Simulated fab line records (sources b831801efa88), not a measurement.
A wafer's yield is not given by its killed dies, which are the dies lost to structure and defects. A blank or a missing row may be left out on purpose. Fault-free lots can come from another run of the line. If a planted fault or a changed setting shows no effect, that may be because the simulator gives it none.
Chamber matching	flow gf180mcu	GF_V2_CMP_26 on cmp-01 has 4 sister chambers
The step polishes, stops on SiO2, t overpolish 15 s, target thk 0 nm. 27 wafers are shown with their chamber, then 12 later ones without.

WAFERS PAIRED WITH THEIR CHAMBERS
wafer	chamber	motor current A (A)	time to endpoint s (s)	overpolish run s (s)
L075.3	0	10.6	84	14.998
L075.4	2	13.0	82	14.984
L075.5	0	10.3	86	15.010
L077.1	2	11.5	81	15.015
L077.5	0	9.8	79	14.997
L077.6	1	11.8	72	14.989
L079.1	1	10.7	71	15.001
L079.4	0	10.8	79	14.998
L079.5	1	11.4	74	14.993
L080.1	0	9.7	85	15.010
L080.5	2	13.0	82	15.007
L080.6	1	11.6	76	15.010
L081.1	1	11.2	77	14.990
L081.4	2	12.6	79	14.999
L081.6	1	11.6	77	14.990
L084.1	1	11.8	77	15.002
L084.3	0	10.5	86	14.996
L084.6	1	11.4	78	14.994
L085.1	2	12.6	83	15.006
L085.4	3	10.4	83	15.001
L085.6	3	10.3	83	15.004
L086.3	0	10.0	87	15.012
L086.5	1	11.6	82	14.986
L086.6	2	13.2	85	15.010
L087.1	0	10.2	83	15.005
L087.3	1	11.2	78	14.992
L087.4	2	12.6	80	15.015

SIGNATURES (averages over the wafers above)
reading	chamber 0	chamber 1	chamber 2	chamber 3	scatter within a chamber
motor current A	10.238	11.430	12.643	10.350	0.414
time to endpoint s	83.62	76.20	81.71	83.00	2.82
overpolish run s	15.00325	14.99470	15.00514	15.00250	0.00813
Rule: a wafer's distance from a chamber is the root of the sum, over the readings, of the square of ((its reading less the chamber's mean) divided by the reading's scatter). If the next closest chamber is less than 2 further off than the closest, the wafer can't be placed; otherwise it belongs to the closest. How the scatter is found: for the shown wafers, subtract from each reading the mean of its chamber, square and add these, divide the total by (wafers less chambers), then take the root.

WAFERS WHOSE CHAMBER IS MISSING
wafer	motor current A (A)	time to endpoint s (s)	overpolish run s (s)
L090.2	11.2	80	14.973
L090.3	12.8	85	15.003
L090.5	11.8	83	15.000
L091.4	12.6	84	14.992
L091.5	12.1	78	14.997
L091.6	12.7	81	15.010
L092.2	10.0	86	15.005
L092.3	9.3	84	15.004
L092.6	10.2	83	14.991
L094.3	11.5	80	15.005
L094.4	12.4	86	15.000
L094.6	11.1	85	15.002

WHICH CHAMBER EACH WENT THROUGH
wafer	from the rows above	in truth
L090.2	can't be placed: 1 or 3 or 0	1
L090.3	2	2
L090.5	can't be placed: 2 or 1 or 3 or 0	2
L091.4	2	2
L091.5	can't be placed: 1 or 2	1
L091.6	2	2
L092.2	can't be placed: 0 or 3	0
L092.3	can't be placed: 0 or 3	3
L092.6	can't be placed: 3 or 0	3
L094.3	can't be placed: 1 or 2 or 3 or 0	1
L094.4	2	2
L094.6	can't be placed: 3 or 0 or 1 or 2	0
Correct placement for 4 of the 12. From these rows, 8 cannot be placed; in 8 the true chamber is one of the candidates. Number placed wrongly: 0.
